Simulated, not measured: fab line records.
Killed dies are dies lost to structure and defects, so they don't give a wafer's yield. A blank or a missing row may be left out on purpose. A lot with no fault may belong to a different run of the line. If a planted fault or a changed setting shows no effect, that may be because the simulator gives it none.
fab line records | flow sky130
record: lots: 5 | wafers: 15 | lastDay: 50
route steps=708 shown VIA1@460 PAD_OPEN@708
lots that met no fault: from a run of the same line without faults
startH: hours from the record's opening day to when the first of the lot's shown wafers began | waitH: how many hours have passed since the lot's step before this one | " identical to the entry in the row above | L1.1+2: a row that stands for several wafers | - value missing, or start not given | * or withheld: withheld | < > ~ a bound
route shown NAME@n: a module of which the file shows steps, and the number in the route of the first | usual: mean/standard deviation taken from wafers without a fault | same: alike in all rows | chamber/n: place in a boat | sites: readings site by site | _std_site: the values' standard deviation | _edge_site: outer sites' mean less inner sites' | radiusMm: for every site, how far away it sits from the centre of the wafer | mask NAME#n: copy n | behind: the tool/chamber that last shaped the wafer | hold: why the lot was held/for how many hours/how that ended | device: names the non-switching transistor (n, p or np) | end of line: tests of these same wafers at the route's end | for a step that has no rows: nothing shown but its recipe | killed: count of dies lost to structure and defects at first sort (not the wafer's yield) | map: a wafer's dies, x killed, . not, _ none there
set.NAME: setting as actually run; set.NAME@STEP: the setting as run at that earlier step | model.NAME: the simulator's own value behind a step, which no gauge read
certain route steps with their lots: each step a table, each wafer a row
services: the hour from which a tool's chamber was out of use, counted from the record's first day as startH (under 0 if before that day), plus the number of hours and why
== steps ==
step: SKY_VIA1_CMP_02
recipe: material: SiO2 | downForcePsi: 4 | platenRpm: 60 | padVelocityMS: 0.94248
usual: motorCurrentA: 11.9/1.1
lot.wafer | tool   | chamber | startH | waitH | motorCurrentA
L824.1    | cmp-02 | 0       | 809.70 | 0.1   | 12.4
L824.6    | "      | 2       | "      | "     | 11.5
L824.5    | "      | 3       | "      | "     | 11.5
L829.3    | cmp-02 | 1       | 842.14 | 0.1   | 14.2
L829.2    | "      | 3       | "      | "     | 10.5
L829.5    | "      | 0       | "      | "     | 12.5
L838.3    | cmp-01 | 1       | 913.32 | 0.6   | 13.8
L838.6    | "      | 2       | "      | "     | 11.3
L838.5    | "      | 3       | "      | "     | 11.1
L840.4    | cmp-02 | 2       | 920.03 | 0.0   | 11.7
L840.3    | "      | 3       | "      | "     | 11.1
L840.1    | "      | 1       | "      | "     | 12.7
L841.3    | cmp-02 | 1       | 926.76 | 0.1   | 13.2
L841.4    | "      | 3       | "      | "     | 11.5
L841.6    | "      | 1       | "      | "     | 13.0
step: SKY_VIA1_BOW_MEAS_03
recipe: mode: bow
usual: VIA1_BOW: 80/6.5
lot.wafer | tool         | chamber | startH | waitH | VIA1_BOW[um]
L824.1    | filmMetro-04 | -       | 809.90 | 0.1   | 88
L824.5    | "            | -       | "      | "     | 83
L824.6    | "            | -       | "      | "     | 81
L829.2    | filmMetro-02 | -       | 842.41 | 0.1   | 85
L829.3    | "            | -       | "      | "     | 83
L829.5    | "            | -       | "      | "     | 78
L838.3    | filmMetro-02 | -       | 913.51 | 0.1   | 81
L838.5    | "            | -       | "      | "     | 72
L838.6    | "            | -       | "      | "     | 75
L840.1    | filmMetro-04 | -       | 920.33 | 0.1   | 86
L840.3    | "            | -       | "      | "     | 71
L840.4    | "            | -       | "      | "     | 76
L841.3    | filmMetro-02 | -       | 927.05 | 0.2   | 77
L841.4    | "            | -       | "      | "     | 79
L841.6    | "            | -       | "      | "     | 88
step: SKY_VIA1_DEHYDRATE_04
recipe: tempC: 200 | timeS: 60
step: SKY_VIA1_HMDS_05
recipe: primeTimeS: 60 | primeTempC: 120
step: SKY_VIA1_COAT_06
recipe: resist: BARC | tempC: withheld | timeS: withheld | spinRpm: 3000 | resistThkNm: 60
step: SKY_VIA1_COAT_07
recipe: resist: KrF-thick | spinRpm: 3000 | resistThkNm: 450
step: SKY_VIA1_SOFTBAKE_08
recipe: tempC: 100 | timeS: 90 | resist: KrF-thick
step: SKY_VIA1_EXPOSE_09
recipe: maskId: VIM | na: 0.8 | sourceShape: annular | sigmaInner: 0.55 | sigmaOuter: 0.85 | targetCdNm: 150 | doseMj: 38
step: SKY_VIA1_PEB_10
recipe: pebTempC: withheld | pebTimeS: withheld | resist: KrF-thick
step: SKY_VIA1_DEVELOP_11
recipe: developTimeS: 60 | resist: KrF-thick | devTempC: 21
step: SKY_VIA1_CD_MEAS_12
recipe: targetCdNm: 150
usual: cdNm: 150.1/1.7
lot.wafer | tool     | chamber | startH | waitH | cdNm
L824.1    | cdSem-02 | -       | 835.31 | -     | 149.8
L824.5    | "        | -       | "      | "     | 151.1
L824.6    | "        | -       | "      | "     | 149.1
L829.2    | cdSem-02 | -       | 868.40 | -     | 150.8
L829.3    | "        | -       | "      | "     | 150.5
L829.5    | "        | -       | "      | "     | 150.4
L838.3    | cdSem-01 | -       | 937.95 | -     | 151.3
L838.5    | "        | -       | "      | "     | 150.8
L838.6    | "        | -       | "      | "     | 151.6
L840.1    | cdSem-02 | -       | 944.71 | -     | 151.5
L840.3    | "        | -       | "      | "     | 154.0
L840.4    | "        | -       | "      | "     | 151.6
L841.3    | cdSem-01 | -       | 950.55 | -     | 150.4
L841.4    | "        | -       | "      | "     | 150.1
L841.6    | "        | -       | "      | "     | 150.5
step: SKY_VIA1_OVL_MEAS_13
usual: VIA1_OVL: -1/5.6
lot.wafer | tool       | chamber | startH | waitH | VIA1_OVL[nm]
L824.1    | overlay-01 | -       | 835.43 | 0.1   | -6
L824.5    | "          | -       | "      | "     | -4
L824.6    | "          | -       | "      | "     | 0
L829.2    | overlay-02 | -       | 868.50 | 0.1   | 10
L829.3    | "          | -       | "      | "     | 0
L829.5    | "          | -       | "      | "     | 2
L838.3    | overlay-02 | -       | 938.04 | 0.1   | 5
L838.5    | "          | -       | "      | "     | -4
L838.6    | "          | -       | "      | "     | -5
L840.1    | overlay-01 | -       | 944.83 | 0.1   | -1
L840.3    | "          | -       | "      | "     | -1
L840.4    | "          | -       | "      | "     | 1
L841.3    | overlay-01 | -       | 950.64 | 0.1   | 2
L841.4    | "          | -       | "      | "     | 3
L841.6    | "          | -       | "      | "     | 6
step: SKY_VIA1_ETCH_14
recipe: chemistry: N2/H2 | target: BARC | ionEnergyEv: 200 | sourceW: 500 | biasW: 100 | pressureMtorr: 30 | n2FlowSccm: 100 | h2FlowSccm: 200 | stopOn: SiO2 | timeS: 45.9 | targetDepthA: 600
usual: drypumpMotorCurrentA: 5.8/0.48 | oesProductAu: 0.855/0.0043 | throttleValvePct: 13.224/0.0082
lot.wafer | tool       | chamber | startH | waitH | drypumpMotorCurrentA | oesProductAu | rfHoursCounterH | throttleValvePct | model.KrF-thick_of_VIA1_COAT_07.thkNm | model.etch.depthNm
L824.1    | rieDiel-04 | 3       | 835.46 | 0.0   | 6.6                  | 0.850        | 6               | 13.228           | 393.7                                 | 60.05
L824.5    | "          | 3       | "      | "     | 6.6                  | 0.863        | -               | 13.219           | 392.4                                 | 60.18
L824.6    | "          | 1       | "      | "     | 6.2                  | 0.857        | -               | 13.226           | 394.4                                 | 59.9
L829.2    | rieDiel-02 | 1       | 868.53 | 0.0   | 5.0                  | 0.860        | 12              | 13.208           | 394.5                                 | 60.11
L829.3    | "          | 0       | "      | "     | 5.7                  | 0.845        | 6               | 13.220           | 403.9                                 | 59.53
L829.5    | "          | 3       | "      | "     | 5.6                  | 0.859        | -               | 13.239           | 394.1                                 | 60.04
L838.3    | rieDiel-01 | 2       | 938.06 | 0.0   | 5.8                  | 0.851        | 11              | 13.224           | 392.9                                 | 59.83
L838.5    | "          | 0       | "      | "     | 6.0                  | 0.854        | -               | 13.227           | 393.8                                 | 59.87
L838.6    | "          | 3       | "      | "     | 6.1                  | 0.858        | -               | 13.222           | 393.9                                 | 60.01
L840.1    | rieDiel-04 | 3       | 944.86 | 0.0   | 6.6                  | 0.856        | 8               | 13.221           | 391.7                                 | 60.12
L840.3    | "          | 0       | "      | "     | 6.4                  | 0.853        | 3               | 13.213           | 393.7                                 | 60
L840.4    | "          | 1       | "      | "     | 6.2                  | 0.863        | 9               | 13.227           | 394.2                                 | 60.11
L841.3    | rieDiel-02 | 3       | 950.66 | 0.0   | 5.5                  | 0.855        | 18              | 13.240           | 393.5                                 | 60.34
L841.4    | "          | 3       | "      | "     | 5.5                  | 0.857        | -               | 13.216           | 396.3                                 | 60.2
L841.6    | "          | 0       | "      | "     | 5.7                  | 0.859        | -               | 13.234           | 393.7                                 | 60.38
step: SKY_VIA1_ETCH_15
recipe: target: SiO2 | chemistry: C4F8/O2/Ar | targetDepthNm: 351 | stopOn: TiN | maskMaterial: KrF-thick | sourceW: 1500 | biasW: 1200 | pressureMtorr: 40 | c4f8FlowSccm: withheld | O2_flow_sccm: 6 | Ar_flow_sccm: 300 | timeS: 54
usual: oesProductAu: 0.980/0.0061
lot.wafer | tool       | chamber | startH | waitH | oesProductAu | rfHoursCounterH | model.KrF-thick_of_VIA1_COAT_07.thkNm
L824.1    | rieDiel-04 | 3       | 835.51 | 0.0   | 0.991        | 6               | 322.4
L824.5    | "          | 3       | "      | "     | 0.980        | -               | 320.3
L824.6    | "          | 1       | "      | "     | 0.985        | -               | 324.3
L829.2    | rieDiel-02 | 1       | 868.58 | 0.0   | 0.980        | 12              | 325.3
L829.3    | "          | 0       | "      | "     | 0.976        | 6               | 333.8
L829.5    | "          | 3       | "      | "     | 0.975        | -               | 324.7
L838.3    | rieDiel-01 | 2       | 938.11 | 0.0   | 0.986        | 11              | 323.2
L838.5    | "          | 0       | "      | "     | 0.979        | -               | 324.4
L838.6    | "          | 3       | "      | "     | 0.976        | -               | 324.2
L840.1    | rieDiel-04 | 3       | 944.91 | 0.0   | 0.979        | 8               | 320.3
L840.3    | "          | 0       | "      | "     | 0.979        | 3               | 324
L840.4    | "          | 1       | "      | "     | 0.989        | 9               | 324.2
L841.3    | rieDiel-02 | 3       | 950.71 | 0.0   | 0.973        | 18              | 323.8
L841.4    | "          | 3       | "      | "     | 0.983        | -               | 326.8
L841.6    | "          | 0       | "      | "     | 0.971        | -               | 323
step: SKY_VIA1_STRIP_16
recipe: chemistry: O2/N2 | powerW: 1400 | pressureMtorr: 1500 | platenTempC: withheld | o2FlowSccm: 3000 | n2FlowSccm: 300 | overashFraction: 0.5
usual: drypumpMotorCurrentA: 5.7/0.54 | oesProductAu: 0.417/0.0047 | stripTimeToEndpointS: 4.475/0.02
same: overashFraction: 0.5
lot.wafer | tool           | chamber | startH | waitH | drypumpMotorCurrentA | oesProductAu | rfHoursCounterH | stripTimeToEndpointS
L824.1    | plasmaAsher-04 | 1       | 835.55 | 0.0   | 5.2                  | 0.417        | 103             | 4.443
L824.5    | "              | 1       | "      | "     | 5.1                  | 0.409        | -               | 4.435
L824.6    | "              | 0       | "      | "     | 6.1                  | 0.411        | -               | 4.480
L829.2    | plasmaAsher-01 | 0       | 868.62 | 0.0   | 5.3                  | 0.419        | 12              | 4.492
L829.3    | "              | 0       | "      | "     | 5.3                  | 0.415        | -               | 4.596
L829.5    | "              | 1       | "      | "     | 6.6                  | 0.415        | -               | 4.493
L838.3    | plasmaAsher-04 | 0       | 938.19 | 0.1   | 6.1                  | 0.418        | -               | 4.454
L838.5    | "              | 0       | "      | "     | 6.1                  | 0.419        | -               | 4.464
L838.6    | "              | 1       | "      | "     | 5.2                  | 0.415        | -               | 4.459
L840.1    | plasmaAsher-04 | 1       | 944.95 | 0.0   | 5.1                  | 0.413        | 115             | 4.425
L840.3    | "              | 1       | "      | "     | 5.1                  | 0.408        | -               | 4.487
L840.4    | "              | 0       | "      | "     | 6.1                  | 0.412        | -               | 4.477
L841.3    | plasmaAsher-04 | 1       | 950.79 | 0.1   | 5.2                  | 0.415        | -               | 4.474
L841.4    | "              | 0       | "      | "     | 6.1                  | 0.422        | -               | 4.508
L841.6    | "              | 1       | "      | "     | 5.2                  | 0.409        | -               | 4.467
step: SKY_VIA1_STRIP_17
recipe: chemistry: postEtchResidueRemover | timeS: 1200 | tempC: 72.5
step: SKY_PAD_OPEN_PROBE_99
usual: defectLimitedYield: 82.7/2.1 | killed_at_M0_to_M3: 43/7.2 | killed_at_M4_up: 3.3/1.8 | killedAtContacts: 23/5.5 | killedAtFrontEnd: 16/5.1 | killedAtOther: 0.4/0.65 | killedDies: 85/10 | killedOpen: 46/7.1 | killedShort: 38/7.2 | sort_bin_3_pad_short: 0.9/0.41 | sort_bin_5_function: 10.2/1.5 | sort_bin_6_memory: 6.2/1.1 | sortNPass: 407/10 | sortYieldPct: 82.7/2.1
same: grossDies: 492 | killedAtBackSide: 0 | sort_bin_4_leakage[%]: 0 | sort_bin_8_speed[%]: 0
lot.wafer | tool      | chamber | startH  | waitH | defectLimitedYield[%] | killed_at_M0_to_M3 | killed_at_M4_up | killedAtContacts | killedAtFrontEnd | killedAtOther | killedDies | killedOpen | killedShort | sort_bin_3_pad_short[%] | sort_bin_5_function[%] | sort_bin_6_memory[%] | sortNPass | sortYieldPct[%]
L829.3    | prober-01 | -       | 1135.69 | 0.2   | 85.2                  | 38                 | 2               | 29               | 3                | 1             | 73         | 45         | 27          | 0.4                     | 9.3                    | 5.1                  | 419       | 85.2
killed by level:class
L829.3 CONTACT:geometricParticle:open=14 VIA3:geometricParticle:open=9 VIA1:geometricParticle:open=9 LI_CONTACT:geometricParticle:open=8 METAL2:geometricParticle:short=4 LOCAL_INTERCONNECT:geometricParticle:short=3 CONTACT:geometricParticle:short=3 METAL1:geometricParticle:short=3
== services ==
tool           | chamber | startH | hours | kind
plasmaAsher-04 | -       | 793.98 | 1.0   | repair
cmp-01         | -       | 799.31 | 5.4   | pm
rieDiel-02     | -       | 799.46 | 1.2   | repair
rieDiel-04     | 3       | 823.25 | 2.8   | repair
rieDiel-04     | 2       | 825.06 | 14.3  | repair
rieDiel-01     | 1       | 832.77 | 18.1  | repair
plasmaAsher-01 | -       | 837.05 | 2.1   | repair
rieDiel-01     | -       | 837.55 | 4.0   | pm
rieDiel-02     | 2       | 838.16 | 132.0 | repair
rieDiel-04     | 1       | 840.37 | 1.3   | repair
rieDiel-01     | -       | 842.88 | 15.6  | pm
plasmaAsher-04 | -       | 846.12 | 0.6   | repair
rieDiel-02     | 0       | 858.69 | 7.3   | repair
rieDiel-04     | 2       | 865.47 | 2.0   | repair
rieDiel-01     | 0       | 888.72 | 12.8  | repair
rieDiel-01     | 3       | 903.81 | 2.4   | repair
cmp-01         | -       | 907.10 | 2.2   | repair
cmp-02         | -       | 912.00 | 4.0   | pm
rieDiel-01     | 1       | 912.42 | 3.0   | repair
cmp-02         | -       | 916.00 | -     | consumableReplace:conditioner
rieDiel-01     | 1       | 916.68 | 2.7   | repair
rieDiel-01     | 2       | 930.07 | 5.0   | repair
rieDiel-01     | 1       | 936.56 | 8.7   | repair
plasmaAsher-01 | -       | 947.24 | 0.9   | repair
== key ==
firstSign: step: SKY_VIA1_STRIP_16 | reading: stripTimeToEndpointS | direction: up | sigmas: 6.1 | usual: * | struck: *
effect none on later readings
modelEffect: step: SKY_VIA1_ETCH_14 | value: KrF-thick_of_VIA1_COAT_07.thkNm | without: 393.3 | struck: 403.9
modelEffect: step: SKY_VIA1_ETCH_15 | value: KrF-thick_of_VIA1_COAT_07.thkNm | without: 323.2 | struck: 333.8
metAt SKY_VIA1_ETCH_14
struckWafers L829.3
fault: kind: processParameterDrift | tool: rieDiel-02 | chamber: - | onsetH: 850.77 | steps: SKY_VIA1_ETCH_14 | channel: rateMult | offset: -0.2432 | shape: step | endH: 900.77 | scope: struckWafersOnly
